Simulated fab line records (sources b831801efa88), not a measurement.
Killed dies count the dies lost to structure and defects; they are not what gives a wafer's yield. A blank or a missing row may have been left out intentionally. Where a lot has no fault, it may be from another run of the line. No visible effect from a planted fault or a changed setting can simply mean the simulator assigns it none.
Which tool did it? ; flow sky130 ; 14 lots, 42 wafers sampled, at 6 steps of a route of 708

## WHAT THE GAUGES READ, wafer by wafer
SKY_VT_ADJUST_NCORE_CD_MEAS_07: the cd target is 380 nm.
lot;measured;on;cdNm (nm)
L329;day 8 05:55;cdSem-02;379.6 379.4 380.2
L330;day 8 13:59;cdSem-02;379.9 379.0 378.1
L332;day 9 07:31;cdSem-02;379.6 375.5 374.8
L334;day 10 01:05;cdSem-02;381.6 378.7 378.8
L337;day 10 14:41;cdSem-01;376.6 377.9 377.5
L339;day 11 09:51;cdSem-01;378.1 383.7 379.7
L338;day 11 10:46;cdSem-02;382.3 383.8 383.0
L340;day 11 16:23;cdSem-02;381.8 381.6 382.4
L341;day 11 22:32;cdSem-02;378.2 376.7 378.9
L342;day 12 03:23;cdSem-01;376.1 375.7 377.0
L343;day 12 11:04;cdSem-02;382.0 386.0 384.0
L344;day 13 02:08;cdSem-02;382.3 379.2 384.5
L352;day 15 09:38;cdSem-02;376.2 376.9 378.2
L351;day 15 11:17;cdSem-01;378.2 379.0 374.5

SKY_LDD_P_OVL_MEAS_08.
lot;measured;on;LDD_P_OVL (nm)
L329;day 18 12:55;overlay-01;2.8 0.3 0.6
L330;day 18 22:05;overlay-01;3.5 4.5 2.7
L332;day 20 03:56;overlay-01;0.4 0.9 2.2
L334;day 21 02:16;overlay-01;-0.3 0.2 -0.2
L337;day 21 19:05;overlay-01;1.0 -1.4 -1.5
L339;day 22 19:24;overlay-01;-0.4 1.4 1.3
L338;day 22 17:52;overlay-01;2.3 0.9 1.9
L340;day 23 02:29;overlay-01;1.2 1.2 1.0
L341;day 23 10:03;overlay-02;-0.9 1.0 -0.1
L342;day 23 09:28;overlay-02;0.5 1.8 1.1
L343;day 24 02:23;overlay-01;-0.2 0.4 0.1
L344;day 24 17:56;overlay-02;0.8 -1.7 -0.1
L352;day 27 04:02;overlay-02;0.8 1.2 0.2
L351;day 27 05:17;overlay-02;1.3 2.1 1.5

SKY_LDD_HVP_TW_MEAS_10.
lot;measured;on;LDD_HVP_TW
L329;day 21 02:54;filmMetro-01;457 456 458
L330;day 21 12:55;filmMetro-04;450 451 451
L332;day 22 17:19;filmMetro-01;458 457 457
L334;day 23 15:27;filmMetro-01;460 456 459
L337;day 24 06:55;filmMetro-02;463 462 465
L339;day 25 06:37;filmMetro-02;462 462 463
L338;day 25 05:41;filmMetro-04;451 454 453
L340;day 25 14:52;filmMetro-02;464 463 461
L341;day 26 04:16;filmMetro-01;455 456 455
L342;day 26 03:57;filmMetro-01;456 454 458
L343;day 26 12:49;filmMetro-02;30 30 30
L344;day 27 03:18;filmMetro-04;30 30 30
L352;day 29 12:52;filmMetro-02;466 467 467
L351;day 29 14:21;filmMetro-04;452 451 453

SKY_SD_P_OVL_MEAS_08.
lot;measured;on;SD_P_OVL (nm)
L329;day 25 01:08;overlay-02;-1.3 -0.8 0.2
L330;day 25 08:04;overlay-02;-0.2 1.0 -0.6
L332;day 26 10:57;overlay-02;-1.0 1.5 2.7
L334;day 27 07:27;overlay-01;-0.3 -0.3 0.6
L337;day 27 23:20;overlay-01;0.9 1.3 0.5
L339;day 28 23:46;overlay-02;-2.1 0.0 -1.7
L338;day 28 21:07;overlay-02;0.4 -2.2 -1.0
L340;day 29 06:37;overlay-02;-0.5 -1.7 -2.3
L341;day 29 23:30;overlay-02;1.9 0.0 1.9
L342;day 29 18:29;overlay-01;-1.9 -2.0 -2.2
L343;day 30 02:17;overlay-02;-0.6 1.5 -0.5
L344;day 30 16:04;overlay-01;-0.8 0.6 -0.9
L352;day 32 22:39;overlay-02;0.1 -0.8 -1.3
L351;day 33 02:16;overlay-02;0.0 -1.4 -0.5

## TOOL THAT RAN EACH LOT (tool first, then ch and the chambers of the sampled wafers, then the start)
lot;SKY_LDD_HVN_STRIP_09;SKY_LDD_HVP_STRIP_09
L329;plasmaAsher-03 ch 0, day 19 20:28;plasmaAsher-03 ch 0,1, day 21 02:48
L330;plasmaAsher-04 ch 0,1, day 20 05:58;plasmaAsher-03 ch 0,1, day 21 12:49
L332;plasmaAsher-04 ch 0,1, day 21 10:04;plasmaAsher-03 ch 0,1, day 22 17:13
L334;plasmaAsher-02 ch 0,1, day 22 09:19;plasmaAsher-03 ch 0,1, day 23 15:21
L337;plasmaAsher-04 ch 0,1, day 23 02:04;plasmaAsher-04 ch 0,1, day 24 06:49
L339;plasmaAsher-04 ch 0,1, day 24 01:28;plasmaAsher-03 ch 0,1, day 25 06:31
L338;plasmaAsher-03 ch 0,1, day 24 00:05;plasmaAsher-01 ch 0,1, day 25 05:36
L340;plasmaAsher-03 ch 0,1, day 24 08:55;plasmaAsher-01 ch 0,1, day 25 14:46
L341;plasmaAsher-02 ch 0,1, day 24 23:13;plasmaAsher-01 ch 0,1, day 26 04:09
L342;plasmaAsher-04 ch 0,1, day 24 22:55;plasmaAsher-04 ch 0,1, day 26 03:51
L343;plasmaAsher-02 ch 0,1, day 25 07:49;plasmaAsher-03 ch 0,1, day 26 12:43
L344;plasmaAsher-04 ch 0,1, day 25 22:52;plasmaAsher-03 ch 0,1, day 27 03:12
L352;plasmaAsher-04 ch 0,1, day 28 08:46;plasmaAsher-04 ch 0,1, day 29 12:46
L351;plasmaAsher-04 ch 0,1, day 28 09:55;plasmaAsher-03 ch 0,1, day 29 14:15
- SKY_LDD_HVN_STRIP_09: strips in O2/N2.
- SKY_LDD_HVP_STRIP_09: strips in O2/N2.

## AS READ BY THE TOOLS THEMSELVES (means over the sampled wafers that have a number; for cases with no such wafer, the mark the record gives instead)
SKY_LDD_HVN_STRIP_09.
lot;tool;chamberPressureMTorr (mTorr);drypumpMotorCurrentA (A);oesProductAu (a.u.);stripTimeToEndpointS (s)
L329;plasmaAsher-03;1499.5;5.90;0.406;4.149
L330;plasmaAsher-04;1501.8;5.36;0.410;4.134
L332;plasmaAsher-04;1500.5;5.37;0.413;4.163
L334;plasmaAsher-02;1500.0;5.98;0.404;4.138
L337;plasmaAsher-04;1499.7;5.42;0.408;4.127
L339;plasmaAsher-04;1499.4;5.44;0.412;4.146
L338;plasmaAsher-03;1500.9;5.78;0.409;4.137
L340;plasmaAsher-03;1501.5;5.85;0.412;4.141
L341;plasmaAsher-02;1500.2;6.01;0.402;4.135
L342;plasmaAsher-04;1500.1;5.38;0.409;4.120
L343;plasmaAsher-02;-;-;-;-
L344;plasmaAsher-04;-;-;-;-
L352;plasmaAsher-04;1501.2;5.35;0.409;4.136
L351;plasmaAsher-04;1500.2;5.45;0.406;4.141

SKY_LDD_HVP_STRIP_09.
lot;tool;chamberPressureMTorr (mTorr);drypumpMotorCurrentA (A);oesProductAu (a.u.);stripTimeToEndpointS (s)
L329;plasmaAsher-03;1500.1;5.77;0.410;4.138
L330;plasmaAsher-03;1500.3;5.80;0.410;4.143
L332;plasmaAsher-03;1500.5;5.83;0.403;4.134
L334;plasmaAsher-03;1500.0;5.82;0.411;4.146
L337;plasmaAsher-04;1499.3;5.36;0.407;4.140
L339;plasmaAsher-03;1500.7;5.82;0.410;4.143
L338;plasmaAsher-01;1501.1;5.37;0.401;4.136
L340;plasmaAsher-01;1498.6;5.39;0.407;4.144
L341;plasmaAsher-01;1500.0;5.37;0.407;4.141
L342;plasmaAsher-04;1498.6;5.36;0.411;4.132
L343;plasmaAsher-03;1499.6;5.82;0.606;8.957
L344;plasmaAsher-03;1498.2;5.83;0.605;8.945
L352;plasmaAsher-04;1501.4;5.46;0.409;4.150
L351;plasmaAsher-03;1499.2;5.82;0.409;4.119

## THE ANSWER, worked out from the rows above alone
Rule: the lots themselves supply what counts as usual. The widest of any qualifying gaps counts: lots, ordered by their means at a reading, are off when they make up no more than a third of the lots, leave a main group of 4 or more, and stand apart from it by 3 or more times the standard deviation of that group's means. A main group is skipped when, at the precision printed for the reading in the tables above, its means are all equal. Also off: a lot with no number at a reading for which 4 or more lots have one. Where the step has rows for the other lots, those lots are counted as sound. Order of review: gauges by route order, followed by the tools' own readings, for which a lot's mean as printed above is used. The first step at which some lot is off is used, and at that step the reading that is off furthest; a lot without a number counts as furthest.
Off: L343, L344, seen at SKY_LDD_HVP_TW_MEAS_10 (LDD_HVP_TW). For the main group the mean is 458 and the standard deviation 4.8.
If a tool, at a process step before that reading, ran all the lots that are off and no sound lot after the first of them, it fits. The gauges at SKY_LDD_HVP_TW_MEAS_10 aren't tried: what is off there is off at SKY_LDD_HVN_STRIP_09 too, on other tools, and a gauge's error can't cause that. Of those tried, none fits.

## WHAT WAS PUT IN BY THE SIMULATOR
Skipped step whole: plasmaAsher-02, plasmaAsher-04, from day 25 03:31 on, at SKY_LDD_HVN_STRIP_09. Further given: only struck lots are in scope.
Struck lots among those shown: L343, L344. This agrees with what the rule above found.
